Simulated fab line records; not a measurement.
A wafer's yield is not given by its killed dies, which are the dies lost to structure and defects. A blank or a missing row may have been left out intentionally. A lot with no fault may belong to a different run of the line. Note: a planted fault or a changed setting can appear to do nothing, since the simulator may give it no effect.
fab line records | flow sky130
record: lots: 6 | wafers: 18 | last-day: 49
route steps=708 shown CONTACT@418 METAL1@434 PAD_OPEN@708
lots that met no fault: from a run of the same line without faults
start-h: start of the lot's first displayed wafer, in hours after the record's first day | wait-h: hours elapsed since this lot's preceding step | " repeats the value in the row above | L1.1+2: a row that stands for several wafers | - no value, or no start was given | * or withheld: withheld | < > ~ a bound
route shown NAME@n: names a module that has steps shown in the file, with the first one's number in the route | usual: the fault-free wafers' mean and standard deviation | same: alike in all rows | chamber/n: place in a boat | sites: the reading at each site | _std_site: the standard deviation of these | _edge_site: mean of outer sites minus mean of inner sites | radius-mm: for every site, how far away it sits from the centre of the wafer | mask NAME#n: copy n | behind: the last tool/chamber to shape the wafer | hold: the reason the lot was held/the length of the hold in hours/how it ended | device: whichever transistor did not switch (one of n, p or np) | end of line: tests of these same wafers at the route's end | a step with no rows: only its recipe | killed: at the first sort, the dies lost to defects and structure; wafer yield is something else | map: a wafer's dies, marking killed ones x, the rest . and places with no die _
set.NAME: the run value of the setting; set.NAME@STEP: its run value at that earlier step | model.NAME: the simulator's own value behind a step, which no gauge read
lots at selected steps of the route; one table per step, one row per wafer
services: from which hour (start-h, from the record's first day; less than 0 if before it) a tool's chamber was out of use, for how many hours, and why
== steps ==
step: SKY_CONTACT_PEB_12
recipe: peb-temp-c: withheld | peb-time-s: withheld | resist: KrF-thick
step: SKY_CONTACT_DEVELOP_13
recipe: develop-time-s: 60 | resist: KrF-thick | dev-temp-c: 21
step: SKY_CONTACT_CD_MEAS_14
recipe: target-cd-nm: 170
usual: cd-nm: 169.9/1.5
lot.wafer | tool      | chamber | start-h | wait-h | cd-nm
L493.2    | cd-sem-02 | -       | 763.22  | -      | 168.7
L493.3    | "         | -       | "       | "      | 170.6
L493.5    | "         | -       | "       | "      | 168.9
L499.3    | cd-sem-01 | -       | 821.47  | -      | 169.5
L499.4    | "         | -       | "       | "      | 168.1
L499.6    | "         | -       | "       | "      | 168.5
L503.3    | cd-sem-01 | -       | 844.87  | -      | 170.6
L503.4    | "         | -       | "       | "      | 171.4
L503.5    | "         | -       | "       | "      | 171.6
L504.3    | cd-sem-01 | -       | 855.21  | -      | 169.5
L504.5    | "         | -       | "       | "      | 169.5
L504.6    | "         | -       | "       | "      | 169.0
L505.1    | cd-sem-02 | -       | 855.62  | -      | 170.8
L505.2    | "         | -       | "       | "      | 171.0
L505.4    | "         | -       | "       | "      | 171.7
L507.1    | cd-sem-02 | -       | 865.57  | -      | 169.4
L507.4    | "         | -       | "       | "      | 170.0
L507.5    | "         | -       | "       | "      | 169.8
step: SKY_CONTACT_OVL_MEAS_15
usual: CONTACT_OVL: 4/5.3
lot.wafer | tool       | chamber | start-h | wait-h | CONTACT_OVL[nm]
L493.2    | overlay-01 | -       | 763.32  | 0.1    | 3
L493.3    | "          | -       | "       | "      | 4
L493.5    | "          | -       | "       | "      | 8
L499.3    | overlay-01 | -       | 821.56  | 0.1    | 3
L499.4    | "          | -       | "       | "      | 9
L499.6    | "          | -       | "       | "      | 2
L503.3    | overlay-02 | -       | 844.96  | 0.1    | 1
L503.4    | "          | -       | "       | "      | -5
L503.5    | "          | -       | "       | "      | 0
L504.3    | overlay-02 | -       | 855.30  | 0.1    | 2
L504.5    | "          | -       | "       | "      | 1
L504.6    | "          | -       | "       | "      | 8
L505.1    | overlay-02 | -       | 855.74  | 0.1    | 12
L505.2    | "          | -       | "       | "      | 6
L505.4    | "          | -       | "       | "      | -1
L507.1    | overlay-01 | -       | 865.69  | 0.1    | 15
L507.4    | "          | -       | "       | "      | 5
L507.5    | "          | -       | "       | "      | 10
step: SKY_CONTACT_ETCH_16
recipe: chemistry: N2/H2 | target: BARC | ion-energy-ev: 200 | source-w: 500 | bias-w: 100 | pressure-mtorr: 30 | n2-flow-sccm: 100 | h2-flow-sccm: 200 | stop-on: SiO2 | time-s: 45.9 | target-depth-a: 600
usual: drypump-motor-current-A: 5.8/0.38 | oes-product-au: 0.855/0.0049 | throttle-valve-pct: 13.225/0.008
lot.wafer | tool        | chamber | start-h | wait-h | drypump-motor-current-A | oes-product-au | rf-hours-counter-h | throttle-valve-pct
L493.2    | rie-diel-04 | 2       | 763.35  | 0.0    | 6.0                     | 0.857          | 1                  | 13.222
L493.3    | "           | 0       | "       | "      | 5.3                     | 0.843          | 23                 | 13.223
L493.5    | "           | 0       | "       | "      | 5.3                     | 0.858          | -                  | 13.221
L499.3    | rie-diel-03 | 1       | 821.59  | 0.0    | 6.3                     | 0.857          | 0                  | 13.227
L499.4    | "           | 3       | "       | "      | 6.0                     | 0.848          | -                  | 13.218
L499.6    | "           | 0       | "       | "      | 6.3                     | 0.849          | -                  | 13.225
L503.3    | rie-diel-04 | 2       | 844.99  | 0.0    | 5.9                     | 0.852          | 4                  | 13.217
L503.4    | "           | 3       | "       | "      | 5.0                     | 0.847          | 17                 | 13.217
L503.5    | "           | 3       | "       | "      | 5.0                     | 0.855          | -                  | 13.234
L504.3    | rie-diel-04 | 0       | 855.32  | 0.0    | 5.3                     | 0.860          | 26                 | 13.235
L504.5    | "           | 0       | "       | "      | 5.3                     | 0.841          | -                  | 13.218
L504.6    | "           | 3       | "       | "      | 5.0                     | 0.857          | -                  | 13.223
L505.1    | rie-diel-02 | 1       | 855.78  | 0.0    | 5.7                     | 0.857          | 23                 | 13.230
L505.2    | "           | 3       | "       | "      | 6.0                     | 0.852          | 5                  | 13.206
L505.4    | "           | 2       | "       | "      | 5.8                     | 0.854          | 7                  | 13.207
L507.1    | rie-diel-03 | 3       | 865.72  | 0.0    | 6.0                     | 0.861          | 4                  | 13.231
L507.4    | "           | 3       | "       | "      | 6.0                     | 0.846          | -                  | 13.220
L507.5    | "           | 1       | "       | "      | 6.3                     | 0.852          | -                  | 13.225
step: SKY_CONTACT_ETCH_17
recipe: target: SiO2 | chemistry: C4F8/O2/Ar | stop-on: Si3N4 | mask-material: KrF-thick | source-w: 1500 | bias-w: 1200 | pressure-mtorr: 40 | c4f8-flow-sccm: withheld | O2_flow_sccm: 6 | Ar_flow_sccm: 300 | time-s: withheld | target-depth-a: 3400
usual: oes-product-au: 0.891/0.0048
lot.wafer | tool        | chamber | start-h | wait-h | oes-product-au
L493.2    | rie-diel-04 | 2       | 763.40  | 0.0    | 0.897
L493.3    | "           | 0       | "       | "      | 0.887
L493.5    | "           | 0       | "       | "      | 0.890
L499.3    | rie-diel-03 | 1       | 821.63  | 0.0    | 0.888
L499.4    | "           | 3       | "       | "      | 0.888
L499.6    | "           | 0       | "       | "      | 0.886
L503.3    | rie-diel-04 | 2       | 845.03  | 0.0    | 0.900
L503.4    | "           | 3       | "       | "      | 0.885
L503.5    | "           | 3       | "       | "      | 0.894
L504.3    | rie-diel-04 | 0       | 855.36  | 0.0    | 0.888
L504.5    | "           | 0       | "       | "      | 0.892
L504.6    | "           | 3       | "       | "      | 0.885
L505.1    | rie-diel-02 | 1       | 855.82  | 0.0    | 0.888
L505.2    | "           | 3       | "       | "      | 0.890
L505.4    | "           | 2       | "       | "      | 0.892
L507.1    | rie-diel-03 | 3       | 865.76  | 0.0    | 0.894
L507.4    | "           | 3       | "       | "      | 0.888
L507.5    | "           | 1       | "       | "      | 0.894
step: SKY_CONTACT_ETCH_18
recipe: target: Si3N4 | chemistry: CHF3/O2 | stop-on: TiN | source-w: 600 | bias-w: 200 | pressure-mtorr: 40 | chf3-flow-sccm: 50 | O2_flow_sccm: 5 | time-s: 39 | target-depth-a: 750
step: SKY_CONTACT_STRIP_19
recipe: chemistry: O2/N2 | power-w: 1400 | pressure-mtorr: 1500 | platen-temp-c: withheld | o2-flow-sccm: 3000 | n2-flow-sccm: 300 | overash-fraction: 0.5
usual: drypump-motor-current-A: 5.6/0.6 | oes-product-au: 0.381/0.005 | strip-time-to-endpoint-s: 3.62/0.043
lot.wafer | tool            | chamber | start-h | wait-h | drypump-motor-current-A | oes-product-au | rf-hours-counter-h | strip-time-to-endpoint-s
L493.2    | plasma-asher-03 | 0       | 763.49  | -      | 5.8                     | 0.376          | 93                 | 3.56
L493.3    | "               | 0       | "       | "      | 5.8                     | 0.387          | -                  | 3.64
L493.5    | "               | 0       | "       | "      | 5.8                     | 0.387          | -                  | 3.62
L499.3    | plasma-asher-04 | 0       | 821.75  | -      | 6.5                     | 0.386          | -                  | 3.63
L499.4    | "               | 1       | "       | "      | 4.7                     | 0.377          | -                  | 3.60
L499.6    | "               | 0       | "       | "      | 6.5                     | 0.388          | -                  | 3.68
L503.3    | plasma-asher-04 | 1       | 845.15  | -      | 4.7                     | 0.375          | -                  | 3.53
L503.4    | "               | 0       | "       | "      | 6.5                     | 0.382          | -                  | 3.56
L503.5    | "               | 1       | "       | "      | 4.7                     | 0.374          | -                  | 3.53
L504.3    | plasma-asher-02 | 0       | 855.49  | -      | 6.2                     | 0.388          | -                  | 3.65
L504.5    | "               | 1       | "       | "      | 5.2                     | 0.373          | -                  | 3.64
L504.6    | "               | 0       | "       | "      | 6.2                     | 0.380          | -                  | 3.60
L505.1    | plasma-asher-04 | 1       | 855.91  | -      | 4.7                     | 0.380          | 12                 | 3.65
L505.2    | "               | 0       | "       | "      | 6.5                     | 0.373          | 12                 | 3.70
L505.4    | "               | 1       | "       | "      | 4.7                     | 0.389          | -                  | 3.64
L507.1    | plasma-asher-03 | 0       | 865.85  | -      | 5.8                     | 0.382          | 104                | 3.59
L507.4    | "               | 0       | "       | "      | 5.8                     | 0.378          | -                  | 3.61
L507.5    | "               | 0       | "       | "      | 5.8                     | 0.384          | -                  | 3.65
step: SKY_CONTACT_STRIP_20
recipe: chemistry: post-etch-residue-remover | time-s: 1200 | temp-c: 72.5
step: SKY_CONTACT_CLEAN_21
recipe: chemistry: IPA | time-s: 180 | temp-c: 25
step: SKY_CONTACT_CLEAN_22
recipe: chemistry: O3/DIW | dry: n2-spin
step: SKY_CONTACT_SPUTTER_23
recipe: material: TiN | target-thk-nm: 20 | chamber-pressure-pa: 5 | power-w: 4000 | time-s: 80
usual: throttle-valve-pct: 30.0/1.1
lot.wafer | tool           | chamber | start-h | wait-h | throttle-valve-pct
L493.2    | pvd-sputter-02 | -       | 764.12  | 0.0    | 29.4
L493.3    | "              | -       | "       | "      | 29.9
L493.5    | "              | -       | "       | "      | 29.6
L499.3    | pvd-sputter-02 | -       | 822.32  | 0.0    | 29.7
L499.4    | "              | -       | "       | "      | 30.1
L499.6    | "              | -       | "       | "      | 30.0
L503.3    | pvd-sputter-01 | -       | 845.75  | 0.0    | 31.8
L503.4    | "              | -       | "       | "      | 31.5
L503.5    | "              | -       | "       | "      | 30.0
L504.3    | pvd-sputter-01 | -       | 856.08  | 0.0    | 31.0
L504.5    | "              | -       | "       | "      | 31.2
L504.6    | "              | -       | "       | "      | 31.3
L505.1    | pvd-sputter-02 | -       | 856.51  | 0.0    | 29.6
L505.2    | "              | -       | "       | "      | 29.8
L505.4    | "              | -       | "       | "      | 29.2
L507.1    | pvd-sputter-04 | -       | 866.45  | 0.0    | 30.8
L507.4    | "              | -       | "       | "      | 27.7
L507.5    | "              | -       | "       | "      | 29.8
step: SKY_CONTACT_CVD_24
recipe: material: W | target-thk-nm: 340 | time-s: 102.12 | temp-c: 400 | pressure-torr: 40
usual: heater-power-outer-w: 549/55 | heater-power-w: 876/60
lot.wafer | tool     | chamber | start-h | wait-h | heater-power-outer-w | heater-power-w | model.W_of_CONTACT_CVD_24.thk-nm
L493.2    | cvd-w-02 | 1       | 764.18  | 0.0    | 465                  | 776            | 341.8
L493.3    | "        | 1       | "       | "      | 477                  | 793            | 342.4
L493.5    | "        | 0       | "       | "      | 590                  | 930            | 344.3
L499.3    | cvd-w-02 | 1       | 822.42  | 0.1    | 462                  | 771            | 337.3
L499.4    | "        | 0       | "       | "      | 596                  | 939            | 341.4
L499.6    | "        | 1       | "       | "      | 466                  | 772            | 337.1
L503.3    | cvd-w-01 | 1       | 845.85  | 0.1    | 541                  | 872            | 342.8
L503.4    | "        | 0       | "       | "      | 567                  | 911            | 336.9
L503.5    | "        | 0       | "       | "      | 552                  | 901            | 339.1
L504.3    | cvd-w-01 | 1       | 856.18  | 0.1    | 541                  | 848            | 338.3
L504.5    | "        | 1       | "       | "      | 548                  | 866            | 337.8
L504.6    | "        | 0       | "       | "      | 571                  | 918            | 333.7
L505.1    | cvd-w-02 | 1       | 856.57  | 0.0    | 459                  | 788            | 238.4
L505.2    | "        | 0       | "       | "      | 611                  | 928            | 345.6
L505.4    | "        | 1       | "       | "      | 458                  | 798            | 240.3
L507.1    | cvd-w-02 | 1       | 866.51  | 0.0    | 475                  | 776            | 240
L507.4    | "        | 0       | "       | "      | 616                  | 924            | 342.5
L507.5    | "        | 0       | "       | "      | 622                  | 933            | 344.5
step: SKY_CONTACT_RS_MEAS_25
recipe: thk-meas-gauge: four-point-probe | reads: W_of_CONTACT_CVD_24+TiN_of_CONTACT_SPUTTER_23
usual: CONTACT_W_RS: 0.338/0.0051
lot.wafer | tool          | chamber | start-h | wait-h | CONTACT_W_RS[ohm/sq]
L493.2    | film-metro-02 | -       | 764.31  | 0.1    | 0.336
L493.3    | "             | -       | "       | "      | 0.335
L493.5    | "             | -       | "       | "      | 0.334
L499.3    | film-metro-02 | -       | 822.53  | 0.1    | 0.341
L499.4    | "             | -       | "       | "      | 0.337
L499.6    | "             | -       | "       | "      | 0.341
L503.3    | film-metro-04 | -       | 845.96  | 0.1    | 0.335
L503.4    | "             | -       | "       | "      | 0.340
L503.5    | "             | -       | "       | "      | 0.338
L504.3    | film-metro-02 | -       | 856.30  | 0.1    | 0.340
L504.5    | "             | -       | "       | "      | 0.341
L504.6    | "             | -       | "       | "      | 0.345
L505.1    | film-metro-01 | -       | 856.68  | 0.1    | 0.484
L505.2    | "             | -       | "       | "      | 0.333
L505.4    | "             | -       | "       | "      | 0.481
L507.1    | film-metro-02 | -       | 866.62  | 0.1    | 0.482
L507.4    | "             | -       | "       | "      | 0.335
L507.5    | "             | -       | "       | "      | 0.334
step: SKY_CONTACT_THK_MEAS_26
recipe: thk-meas-gauge: xrf | reads: W_of_CONTACT_CVD_24
usual: CONTACT_W_THK: 327/5.1
lot.wafer | tool          | chamber | start-h | wait-h | CONTACT_W_THK[nm]
L493.2    | film-metro-02 | -       | 764.42  | 0.1    | 329
L493.3    | "             | -       | "       | "      | 330
L493.5    | "             | -       | "       | "      | 331
L499.3    | film-metro-02 | -       | 822.63  | 0.1    | 326
L499.4    | "             | -       | "       | "      | 330
L499.6    | "             | -       | "       | "      | 327
L503.3    | film-metro-04 | -       | 846.06  | 0.1    | 331
L503.4    | "             | -       | "       | "      | 327
L503.5    | "             | -       | "       | "      | 329
L504.3    | film-metro-02 | -       | 856.40  | 0.1    | 327
L504.5    | "             | -       | "       | "      | 327
L504.6    | "             | -       | "       | "      | 321
L505.1    | film-metro-01 | -       | 856.80  | 0.1    | 232
L505.2    | "             | -       | "       | "      | 338
L505.4    | "             | -       | "       | "      | 235
L507.1    | film-metro-02 | -       | 866.74  | 0.1    | 233
L507.4    | "             | -       | "       | "      | 328
L507.5    | "             | -       | "       | "      | 331
step: SKY_CONTACT_CMP_27
recipe: stop-on: SiO2 | t-overpolish-s: 15 | down-force-psi: 3.5 | platen-rpm: 60 | target-thk-nm: 0 | pad-velocity-m-s: 0.94248
usual: motor-current-A: 11.5/1.6 | time-to-endpoint-s: 81/4.4
lot.wafer | tool   | chamber | start-h | wait-h | motor-current-A | time-to-endpoint-s
L493.2    | cmp-01 | 3       | 764.57  | 0.1    | 8.7             | 78
L493.3    | "      | 0       | "       | "      | 10.6            | 79
L493.5    | "      | 1       | "       | "      | 12.7            | 84
L499.3    | cmp-01 | 2       | 822.67  | 0.0    | 13.4            | 82
L499.4    | "      | 0       | "       | "      | 11.1            | 74
L499.6    | "      | 2       | "       | "      | 12.6            | 81
L503.4    | cmp-02 | 0       | 846.15  | 0.1    | 9.9             | 77
L503.3    | "      | 2       | "       | "      | 12.2            | 79
L503.5    | "      | 3       | "       | "      | 13.8            | 83
L504.3    | cmp-01 | 0       | 856.44  | 0.0    | 11.1            | 78
L504.5    | "      | 0       | "       | "      | 10.8            | 79
L504.6    | "      | 1       | "       | "      | 11.6            | 78
L505.2    | cmp-01 | 3       | 856.86  | 0.0    | 8.8             | 82
L505.4    | "      | 0       | "       | "      | 12.0            | 54
L505.1    | "      | 1       | "       | "      | 12.2            | 56
L507.4    | cmp-01 | 3       | 866.85  | 0.1    | 8.7             | 82
L507.1    | "      | 1       | "       | "      | 12.6            | 54
L507.5    | "      | 3       | "       | "      | 9.0             | 81
step: SKY_METAL1_SPUTTER_00
recipe: material: Ti | target-thk-nm: 15 | power-w: 3000 | time-s: 10 | chamber-pressure-pa: 0.4
usual: throttle-valve-pct: 30.0/1
lot.wafer | tool           | chamber | start-h | wait-h | throttle-valve-pct
L493.2    | pvd-sputter-03 | -       | 764.77  | 0.1    | 29.2
L493.3    | "              | -       | "       | "      | 30.7
L493.5    | "              | -       | "       | "      | 29.2
L499.3    | pvd-sputter-03 | -       | 822.97  | 0.2    | 30.0
L499.4    | "              | -       | "       | "      | 29.6
L499.6    | "              | -       | "       | "      | 30.5
L503.3    | pvd-sputter-01 | -       | 846.40  | 0.1    | 30.7
L503.4    | "              | -       | "       | "      | 31.4
L503.5    | "              | -       | "       | "      | 30.8
L504.3    | pvd-sputter-04 | -       | 856.74  | 0.2    | 29.7
L504.5    | "              | -       | "       | "      | 27.2
L504.6    | "              | -       | "       | "      | 29.4
L505.1    | pvd-sputter-01 | -       | 857.16  | 0.1    | 30.2
L505.2    | "              | -       | "       | "      | 30.9
L505.4    | "              | -       | "       | "      | 31.5
L507.1    | pvd-sputter-01 | -       | 867.10  | 0.1    | 31.3
L507.4    | "              | -       | "       | "      | 31.5
L507.5    | "              | -       | "       | "      | 31.3
step: SKY_PAD_OPEN_PROBE_99
usual: killed_at_M0_to_M3: 43/6.4 | killed_at_M4_up: 2.9/1.7 | killed-at-contacts: 24/5 | killed-at-front-end: 15/4 | killed-at-other: 0.4/0.62 | killed-dies: 86/9.3 | killed-open: 47/6.8 | killed-short: 38/5.8
same: gross-dies: 492 | killed-at-back-side: 0
lot.wafer | tool      | chamber | start-h | wait-h | killed_at_M0_to_M3 | killed_at_M4_up | killed-at-contacts | killed-at-front-end | killed-at-other | killed-dies | killed-open | killed-short
L493.3    | prober-02 | -       | 1097.84 | 0.2    | 47                 | 3               | 23                 | 18                  | 0               | 91          | 50          | 41
L493.5    | prober-02 | -       | 1097.94 | 0.2    | 44                 | 0               | 19                 | 16                  | 0               | 79          | 45          | 33
L503.3    | prober-01 | -       | 1155.91 | 0.2    | 48                 | 1               | 29                 | 15                  | 0               | 93          | 58          | 35
L503.4    | prober-01 | -       | 1155.96 | 0.2    | 39                 | 2               | 22                 | 14                  | 0               | 77          | 35          | 42
L503.5    | prober-01 | -       | 1156.01 | 0.2    | 47                 | 4               | 30                 | 16                  | 0               | 97          | 53          | 42
killed by level:class
L493.3 CONTACT:geometric-particle:open=9 METAL2:geometric-particle:short=9 FIELD_ISO:geometric-particle:open=7 VIA3:geometric-particle:open=7 VIA1:geometric-particle:open=6 LI_CONTACT:geometric-particle:open=5 VIA2:geometric-particle:open=5 METAL2:geometric-particle:open=5
L493.5 VIA1:geometric-particle:open=13 LI_CONTACT:geometric-particle:short=6 VIA3:geometric-particle:open=6 FIELD_ISO:geometric-particle:short=5 LI_CONTACT:geometric-particle:open=5 CONTACT:geometric-particle:open=5 METAL1:geometric-particle:short=5 VIA2:geometric-particle:open=4
L503.3 CONTACT:geometric-particle:open=14 VIA1:geometric-particle:open=10 VIA3:geometric-particle:open=10 VIA2:geometric-particle:open=7 CONTACT:geometric-particle:short=7 FIELD_ISO:geometric-particle:open=6 LI_CONTACT:geometric-particle:open=5 METAL1:geometric-particle:short=5
L503.4 CONTACT:geometric-particle:open=12 VIA1:geometric-particle:short=8 VIA1:geometric-particle:open=7 METAL1:geometric-particle:short=5 LOCAL_INTERCONNECT:geometric-particle:short=5 METAL3:geometric-particle:short=5 VIA3:geometric-particle:open=5 CONTACT:geometric-particle:short=4
L503.5 CONTACT:geometric-particle:open=14 VIA1:geometric-particle:open=10 VIA2:geometric-particle:open=9 LI_CONTACT:geometric-particle:open=7 CONTACT:geometric-particle:short=6 METAL3:geometric-particle:short=6 FIELD_ISO:geometric-particle:short=5 METAL1:geometric-particle:short=4
== services ==
tool            | chamber | start-h | hours | kind
rie-diel-03     | 3       | 739.36  | -     | clean
rie-diel-03     | 3       | 739.36  | 23.0  | scheduled-down
pvd-sputter-01  | 2       | 739.38  | -     | consumable-replace:kit
pvd-sputter-01  | 2       | 739.38  | 18.0  | scheduled-down
pvd-sputter-01  | 2       | 739.38  | 18.0  | vent-cycle
rie-diel-02     | 2       | 739.39  | 3.7   | repair
cvd-w-01        | 0       | 739.61  | 6.1   | repair
rie-diel-03     | 0       | 750.57  | 6.8   | repair
cmp-02          | -       | 751.43  | 4.0   | pm
pvd-sputter-04  | -       | 751.78  | 2.7   | repair
plasma-asher-03 | -       | 765.19  | 2.8   | pm
cmp-01          | -       | 781.66  | 5.1   | pm
plasma-asher-04 | -       | 784.45  | 4.2   | repair
cmp-01          | -       | 788.21  | 1.5   | repair
rie-diel-03     | 2       | 802.65  | 51.1  | repair
cmp-02          | -       | 809.67  | 6.1   | repair
cmp-02          | -       | 821.56  | 0.5   | repair
pvd-sputter-03  | -       | 825.22  | 1.5   | repair
rie-diel-04     | 1       | 847.79  | 16.5  | repair
rie-diel-02     | 3       | 848.95  | 6.5   | repair
cmp-02          | -       | 848.98  | 3.1   | repair
cmp-02          | -       | 852.05  | 6.3   | pm
pvd-sputter-02  | -       | 853.85  | 2.6   | repair
pvd-sputter-02  | -       | 855.79  | 0.5   | repair
== key ==
first-sign: step: SKY_CONTACT_RS_MEAS_25 | reading: CONTACT_W_RS | direction: up | sigmas: 28 | usual: 0.338 | struck: 0.482
effect: step: SKY_CONTACT_THK_MEAS_26 | reading: CONTACT_W_THK | direction: down | sigmas: 18 | usual: 327 | struck: 233
effect: step: SKY_CONTACT_CMP_27 | reading: time-to-endpoint-s | direction: down | sigmas: 6 | usual: * | struck: *
model-effect: step: SKY_CONTACT_CVD_24 | value: W_of_CONTACT_CVD_24.thk-nm | without: 341.8 | struck: 239.5
met-at SKY_CONTACT_CVD_24
struck-wafers L505.1,L505.4,L507.1
tester-left-out L505,L507
onset-between 822.42 856.57
fault: kind: process-parameter-drift | tool: cvd-w-02 | chamber: 1 | onset-h: 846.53 | steps: SKY_CONTACT_CVD_24 | channel: target-thk-nm | offset: -100.21 | shape: step | end-h: 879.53 | acts-in: these-recipes-only | stated: 340
tester-left-out: of these lots the tester's yield and bins aren't shown, on N5 and GAA mostly nor the transistor test; their killed dies are dies lost to structure and defects alone, not to doping, threshold or leakage, so they don't give the yield
